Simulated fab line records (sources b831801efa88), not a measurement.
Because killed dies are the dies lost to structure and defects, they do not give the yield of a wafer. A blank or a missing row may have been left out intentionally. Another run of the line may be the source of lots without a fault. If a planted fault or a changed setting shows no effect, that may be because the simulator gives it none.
fab line records	flow sky130
record: lots: 10	wafers: 30	last_day: 50
route steps=708 shown NWELL@78 POLY_GATE@229 LDD_P@257
lots that met no fault: taken from a fault-free run of the same line
start_h: hours from the record's opening day to when the first of the lot's shown wafers began	wait_h: how many hours have passed since the lot's step before this one	" identical to the entry in the row above	L1.1+2: one row covering several wafers at once	- either no value or no given start	* or withheld: withheld	< > ~ a bound
route shown NAME@n: NAME is a module with steps in the file, n the number in the route of the first one	usual: the fault-free wafers' mean and standard deviation	same: alike in all rows	chamber/n: place in a boat	sites: per-site readings	_std_site: how widely they spread, as a standard deviation	_edge_site: outer sites' mean less inner sites'	radius_mm: how far each site lies from the wafer's centre	mask NAME#n: copy n	behind: the most recent tool/chamber to have shaped the wafer	hold: cause of the lot's hold/its duration in hours/its outcome	device: transistor that didn't switch, given as n, p or np	end of line: the same wafers' tests at the end of the route	a step without rows: its recipe alone	killed: not the wafer's yield, but the dies lost to structure and defects at the first sort	map: dies across one wafer; x = killed, . = not, _ = none there
set.NAME: the setting the step ran with; set.NAME@STEP: the setting that earlier step ran with	model.NAME: the simulator's own value behind a step, which no gauge read
a sample of lots followed through the steps of the route, with each step as a table and each wafer as a row
services: when a tool's chamber went out of use (start_h, in hours from the record's first day, below 0 if earlier), for how many hours, and the reason
== steps ==
step: SKY_NWELL_STRIP_25
recipe: chemistry: O2/N2	power_w: 1400	pressure_mtorr: 1500	platen_temp_c: withheld	o2_flow_sccm: 3000	n2_flow_sccm: 300	overash_fraction: 0.5
usual: chamber_pressure_mTorr: 1500.1/1.5	drypump_motor_current_A: 5.54/0.23	oes_product_au: 0.723/0.005	strip_time_to_endpoint_s: 36.90/0.097
lot.wafer	tool	chamber	start_h	wait_h	chamber_pressure_mTorr	drypump_motor_current_A	oes_product_au	rf_hours_counter_h	strip_time_to_endpoint_s
L778.1	plasma_asher-03	0	146.82	0.1	1498.6	5.44	0.721	36	36.96
L778.4	"	1	"	"	1499.7	5.94	0.718	-	37.08
L778.6	"	1	"	"	1502.1	5.94	0.723	-	36.90
L781.2	plasma_asher-01	0	163.42	0.1	1500.8	5.48	0.720	46	36.74
L781.3	"	0	"	"	1500.6	5.45	0.725	-	36.87
L781.5	"	1	"	"	1500.2	5.20	0.722	-	36.83
L784.1	plasma_asher-01	1	176.39	0.1	1501.6	5.24	0.728	48	36.99
L784.2	"	0	"	"	1499.1	5.48	0.730	48	36.92
L784.5	"	1	"	"	1501.3	5.20	0.727	-	36.89
L786.1	plasma_asher-02	1	195.02	0.1	1499.9	5.53	0.723	7	36.83
L786.2	"	0	"	"	1499.4	5.49	0.729	7	36.75
L786.3	"	0	"	"	1500.8	5.49	0.717	-	37.00
L788.2	plasma_asher-02	0	218.69	0.1	1501.3	5.47	0.728	9	37.07
L788.3	"	1	"	"	1499.1	5.55	0.720	-	36.90
L788.4	"	0	"	"	1499.9	5.45	0.724	-	37.05
L790.2	plasma_asher-03	0	225.09	0.1	1496.9	5.41	0.730	44	36.85
L790.5	"	1	"	"	1501.5	5.95	0.719	-	36.97
L790.6	"	0	"	"	1501.3	5.43	0.718	-	36.79
L789.3	plasma_asher-01	0	225.97	0.1	1498.3	5.48	0.722	-	36.86
L789.4	"	1	"	"	1500.7	5.28	0.727	-	37.01
L789.5	"	0	"	"	1502.4	5.46	0.722	-	36.81
L791.3	plasma_asher-02	0	230.93	0.1	1497.5	5.48	0.724	-	36.92
L791.4	"	1	"	"	1500.8	5.55	0.723	-	36.96
L791.6	"	0	"	"	1501.6	5.47	0.722	-	36.99
L793.2	plasma_asher-02	1	236.84	0.1	1499.3	5.51	0.735	11	36.94
L793.4	"	1	"	"	1502.0	5.56	0.716	-	36.89
L793.5	"	0	"	"	1499.2	5.47	0.719	-	36.88
L794.3	plasma_asher-03	1	250.70	0.1	1497.0	5.95	0.710	-	36.85
L794.5	"	0	"	"	1501.7	5.43	0.727	-	36.98
L794.6	"	1	"	"	1499.9	5.94	0.717	-	36.80
step: SKY_POLY_GATE_ETCH_15
recipe: chemistry: N2/H2	target: BARC	ion_energy_ev: 200	source_w: 500	bias_w: 100	pressure_mtorr: 30	n2_flow_sccm: 100	h2_flow_sccm: 200	stop_on: SiO2	time_s: 118.5	target_depth_a: 1100
usual: chamber_pressure_mTorr: 29.998/0.025	drypump_motor_current_A: 5.4/0.32	oes_product_au: 0.717/0.0044	rf_fwd_power_W: 496.6/1.5	throttle_valve_pct: 13.213/0.0084
lot.wafer	tool	chamber	start_h	wait_h	chamber_pressure_mTorr	drypump_motor_current_A	oes_product_au	rf_fwd_power_W	rf_hours_counter_h	throttle_valve_pct
L778.1	rie_diel-02	0	437.21	0.0	29.965	5.9	0.716	497.9	12	13.207
L778.4	"	3	"	"	29.971	5.1	0.717	494.5	13	13.213
L778.6	"	1	"	"	29.964	6.0	0.721	493.1	-	13.218
L781.2	rie_diel-03	0	458.51	0.0	30.001	5.2	0.718	496.3	13	13.219
L781.3	"	2	"	"	29.992	5.1	0.720	497.1	66	13.214
L781.5	"	3	"	"	29.986	5.3	0.715	497.2	-	13.215
L784.1	rie_diel-03	3	479.16	0.0	30.014	5.3	0.712	496.9	14	13.216
L784.2	"	2	"	"	29.992	5.1	0.722	497.9	66	13.219
L784.5	"	2	"	"	30.019	5.1	0.716	497.4	-	13.217
L786.1	rie_diel-02	2	503.96	0.0	30.035	5.9	0.714	497.3	14	13.209
L786.2	"	3	"	"	29.998	5.1	0.718	496.7	14	13.212
L786.3	"	0	"	"	29.998	5.9	0.725	496.4	13	13.226
L788.2	rie_diel-02	3	534.11	0.0	30.024	5.1	0.715	497.8	15	13.200
L788.3	"	0	"	"	29.961	5.9	0.721	497.4	13	13.210
L788.4	"	1	"	"	29.962	6.0	0.716	495.4	6	13.213
L790.2	rie_diel-03	2	545.45	0.0	29.995	5.2	0.713	497.1	68	13.208
L790.5	"	2	"	"	30.006	5.1	0.725	497.1	-	13.213
L790.6	"	3	"	"	30.045	5.3	0.715	498.0	-	13.216
L791.3	rie_diel-04	1	549.60	0.0	30.007	5.8	0.715	495.1	4	13.211
L791.4	"	0	"	"	30.009	5.0	0.717	494.4	1	13.215
L791.6	"	1	"	"	30.020	5.8	0.715	495.1	-	13.212
L789.3	rie_diel-03	3	551.76	0.0	30.043	5.3	0.714	498.9	15	13.221
L789.4	"	0	"	"	30.034	5.2	0.722	497.0	15	13.213
L789.5	"	1	"	"	29.950	5.4	0.713	496.8	-	13.216
L793.2	rie_diel-02	1	564.80	0.0	30.002	6.0	0.716	495.8	7	13.224
L793.4	"	3	"	"	29.990	5.1	0.713	496.0	16	13.206
L793.5	"	2	"	"	30.000	5.9	0.714	496.2	-	13.217
L794.3	rie_diel-04	3	577.06	0.0	29.936	5.2	0.716	495.9	6	13.229
L794.5	"	2	"	"	29.958	5.6	0.723	496.1	-	13.222
L794.6	"	3	"	"	30.027	5.2	0.718	495.5	-	13.219
step: SKY_POLY_GATE_THK_MEAS_21
recipe: reads: SiO2_of_POLY_GATE_OXIDATION_20
usual: POLY_GATE_OXIDATION_THK: 4.02/0.084
lot.wafer	tool	chamber	start_h	wait_h	POLY_GATE_OXIDATION_THK[nm]
L778.1	film_metro-01	-	438.84	0.0	4.09
L778.4	"	-	"	"	4.06
L778.6	"	-	"	"	4.03
L781.2	film_metro-02	-	460.15	0.0	4.10
L781.3	"	-	"	"	4.14
L781.5	"	-	"	"	4.08
L784.1	film_metro-03	-	480.79	0.0	4.02
L784.2	"	-	"	"	3.88
L784.5	"	-	"	"	4.02
L786.1	film_metro-01	-	505.59	0.0	4.04
L786.2	"	-	"	"	3.95
L786.3	"	-	"	"	3.84
L788.2	film_metro-02	-	535.78	0.0	4.01
L788.3	"	-	"	"	4.11
L788.4	"	-	"	"	4.08
L790.2	film_metro-02	-	547.10	0.0	4.09
L790.5	"	-	"	"	4.10
L790.6	"	-	"	"	4.05
L791.3	film_metro-01	-	551.26	0.0	4.09
L791.4	"	-	"	"	4.04
L791.6	"	-	"	"	4.16
L789.3	film_metro-03	-	553.41	0.0	3.98
L789.4	"	-	"	"	3.97
L789.5	"	-	"	"	3.99
L793.2	film_metro-01	-	566.46	0.0	4.11
L793.4	"	-	"	"	4.11
L793.5	"	-	"	"	4.11
L794.3	film_metro-01	-	578.72	0.0	3.92
L794.5	"	-	"	"	4.03
L794.6	"	-	"	"	3.97
step: SKY_LDD_P_COAT_02
recipe: resist: NOVOLAK	spin_rpm: 3000	resist_thk_nm: 1140
usual: exhaust_pa: 44.9/0.9	spin_speed_rpm: 2999.8/1.8
lot.wafer	tool	chamber	start_h	wait_h	exhaust_pa	spin_speed_rpm
L778.1	litho_track-02	0	485.50	0.1	44.0	2556.2
L778.4	"	0	"	"	45.0	2556.4
L778.6	"	0	"	"	45.1	2556.1
L781.2	litho_track-02	0	507.68	0.1	44.5	2558.6
L781.3	"	0	"	"	44.8	2557.6
L781.5	"	0	"	"	45.2	2559.0
L784.1	litho_track-03	0	527.60	0.1	46.5	3002.0
L784.2	"	0	"	"	46.6	2998.6
L784.5	"	0	"	"	46.0	2997.1
L786.1	litho_track-03	0	552.25	0.1	45.2	2998.7
L786.2	"	0	"	"	45.7	2998.7
L786.3	"	0	"	"	43.2	2998.7
L788.2	litho_track-02	0	582.73	0.1	44.8	3002.6
L788.3	"	0	"	"	45.7	3001.8
L788.4	"	0	"	"	45.6	3000.9
L790.2	litho_track-02	0	593.38	0.1	45.4	2999.0
L790.5	"	0	"	"	44.7	2998.7
L790.6	"	0	"	"	45.3	2997.7
L791.3	litho_track-04	0	596.78	0.1	44.2	3002.1
L791.4	"	0	"	"	44.4	3001.3
L791.6	"	0	"	"	44.2	3000.4
L789.3	litho_track-04	0	598.98	0.1	45.0	2996.7
L789.4	"	0	"	"	43.2	2998.5
L789.5	"	0	"	"	45.7	2998.6
L793.2	litho_track-02	0	613.23	0.1	45.1	2999.6
L793.4	"	0	"	"	43.9	3002.1
L793.5	"	0	"	"	44.6	2999.2
L794.3	litho_track-04	0	624.03	0.1	45.5	2999.1
L794.5	"	0	"	"	44.5	2999.0
L794.6	"	0	"	"	44.9	2998.7
step: SKY_LDD_P_CD_MEAS_07
recipe: target_cd_nm: 380
usual: cd_nm: 379.8/2
lot.wafer	tool	chamber	start_h	wait_h	cd_nm
L778.1	cd_sem-01	-	500.60	0.1	375.5
L778.4	"	-	"	"	377.3
L778.6	"	-	"	"	372.9
L781.2	cd_sem-01	-	523.30	0.1	374.6
L781.3	"	-	"	"	374.6
L781.5	"	-	"	"	373.2
L784.1	cd_sem-02	-	542.85	0.1	379.4
L784.2	"	-	"	"	378.4
L784.5	"	-	"	"	377.7
L786.1	cd_sem-02	-	567.40	0.1	377.2
L786.2	"	-	"	"	381.8
L786.3	"	-	"	"	381.8
L788.2	cd_sem-02	-	596.87	0.1	378.4
L788.3	"	-	"	"	376.5
L788.4	"	-	"	"	376.0
L790.2	cd_sem-01	-	608.47	0.1	382.4
L790.5	"	-	"	"	379.9
L790.6	"	-	"	"	378.8
L791.3	cd_sem-02	-	611.77	0.1	378.9
L791.4	"	-	"	"	381.0
L791.6	"	-	"	"	381.4
L789.3	cd_sem-02	-	614.44	0.1	379.8
L789.4	"	-	"	"	380.2
L789.5	"	-	"	"	379.3
L793.2	cd_sem-01	-	627.48	0.1	376.8
L793.4	"	-	"	"	376.8
L793.5	"	-	"	"	380.8
L794.3	cd_sem-02	-	638.89	0.1	378.8
L794.5	"	-	"	"	380.4
L794.6	"	-	"	"	379.3
step: SKY_LDD_P_STRIP_10
recipe: chemistry: O2/N2	power_w: 1400	pressure_mtorr: 1500	platen_temp_c: withheld	o2_flow_sccm: 3000	n2_flow_sccm: 300	overash_fraction: 0.5
usual: chamber_pressure_mTorr: 1500.0/1.4	drypump_motor_current_A: 5.45/0.13	oes_product_au: 0.715/0.0041	strip_time_to_endpoint_s: 14.17/0.036
lot.wafer	tool	chamber	start_h	wait_h	chamber_pressure_mTorr	drypump_motor_current_A	oes_product_au	rf_hours_counter_h	strip_time_to_endpoint_s
L778.1	plasma_asher-02	0	500.91	0.1	1499.4	5.47	0.719	36	15.18
L778.4	"	0	"	"	1500.4	5.47	0.712	-	15.20
L778.6	"	0	"	"	1499.3	5.46	0.714	-	15.23
L781.2	plasma_asher-02	0	523.59	0.1	1500.9	5.48	0.719	38	15.24
L781.3	"	1	"	"	1499.4	5.52	0.715	-	15.23
L781.5	"	1	"	"	1502.3	5.57	0.722	-	15.22
L784.1	plasma_asher-01	1	543.16	0.1	1502.8	5.21	0.719	12	14.17
L784.2	"	0	"	"	1498.6	5.47	0.713	12	14.21
L784.5	"	0	"	"	1499.7	5.48	0.720	-	14.21
L786.1	plasma_asher-02	0	567.71	0.1	1499.7	5.43	0.714	43	14.15
L786.2	"	1	"	"	1498.6	5.51	0.707	43	14.14
L786.3	"	0	"	"	1498.6	5.44	0.712	-	14.16
L788.2	plasma_asher-04	0	597.16	0.1	1500.3	5.69	0.712	88	14.18
L788.3	"	1	"	"	1498.3	5.39	0.709	-	14.15
L788.4	"	0	"	"	1500.8	5.68	0.711	-	14.23
L790.2	plasma_asher-04	1	608.76	0.1	1497.2	5.38	0.714	89	14.21
L790.5	"	1	"	"	1501.1	5.37	0.716	-	14.19
L790.6	"	0	"	"	1499.8	5.70	0.714	-	14.23
L791.3	plasma_asher-01	1	612.07	0.1	1500.2	5.25	0.718	-	14.14
L791.4	"	0	"	"	1500.0	5.47	0.714	-	14.13
L791.6	"	0	"	"	1499.6	5.49	0.719	-	14.13
L789.3	plasma_asher-01	1	614.74	0.1	1500.0	5.22	0.711	-	14.17
L789.4	"	0	"	"	1497.7	5.48	0.715	-	14.19
L789.5	"	1	"	"	1501.7	5.24	0.711	-	14.18
L793.2	plasma_asher-04	0	627.77	0.1	1500.7	5.70	0.719	91	14.24
L793.4	"	1	"	"	1499.2	5.37	0.724	-	14.19
L793.5	"	1	"	"	1498.0	5.41	0.721	-	14.18
L794.3	plasma_asher-01	0	639.19	0.1	1500.8	5.47	0.713	-	14.17
L794.5	"	1	"	"	1498.7	5.25	0.713	-	14.10
L794.6	"	0	"	"	1496.8	5.46	0.708	-	14.20
== services ==
tool	chamber	start_h	hours	kind
rie_diel-02	0	144.17	21.7	repair
rie_diel-04	0	151.43	7.9	repair
plasma_asher-04	-	164.17	7.2	repair
rie_diel-03	-	178.16	0.2	repair
rie_diel-02	0	265.38	6.0	repair
plasma_asher-04	-	266.30	1.3	repair
rie_diel-03	2	338.32	15.3	repair
rie_diel-02	-	347.27	0.8	repair
plasma_asher-03	-	357.60	0.5	repair
rie_diel-02	2	358.42	8.8	repair
plasma_asher-04	-	368.22	2.8	pm
rie_diel-02	2	407.85	15.7	repair
plasma_asher-01	-	421.25	9.0	pm
plasma_asher-01	-	429.01	2.8	repair
plasma_asher-02	-	445.45	1.6	repair
plasma_asher-02	-	484.70	1.3	repair
rie_diel-02	1	501.01	3.0	repair
rie_diel-02	2	501.17	1.9	repair
rie_diel-03	3	520.15	1.4	repair
plasma_asher-02	-	580.76	0.4	repair
rie_diel-03	3	597.84	7.2	repair
rie_diel-02	1	613.84	1.4	repair
rie_diel-02	-	620.62	0.6	repair
rie_diel-03	1	636.96	4.5	repair
== key ==
first_sign: step: SKY_LDD_P_COAT_02	reading: spin_speed_rpm	direction: down	sigmas: 99+	usual: 2999.8	struck: 2557.3
effect: step: SKY_LDD_P_CD_MEAS_07	reading: cd_nm	direction: down	sigmas: 2.5	usual: 379.8	struck: 374.7
effect: step: SKY_LDD_P_STRIP_10	reading: strip_time_to_endpoint_s	direction: up	sigmas: 29	usual: *	struck: *
met_at SKY_LDD_P_COAT_02
struck_lots L778,L781
tester_left_out L778,L781
not_acting_at SKY_NWELL_STRIP_25,SKY_POLY_GATE_ETCH_15,SKY_POLY_GATE_THK_MEAS_21
fault: kind: process_parameter_drift	tool: litho_track-02	chamber: -	onset_h: 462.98	steps: SKY_LDD_P_COAT_02	channel: spin_rpm	offset: -440.94	shape: step	end_h: 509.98	acts_in: these_recipes_only	stated: 3000
tester_left_out: of these lots the tester's yield and bins aren't shown, on N5 and GAA mostly nor the transistor test; their killed dies are dies lost to structure and defects alone, not to doping, threshold or leakage, so they don't give the yield
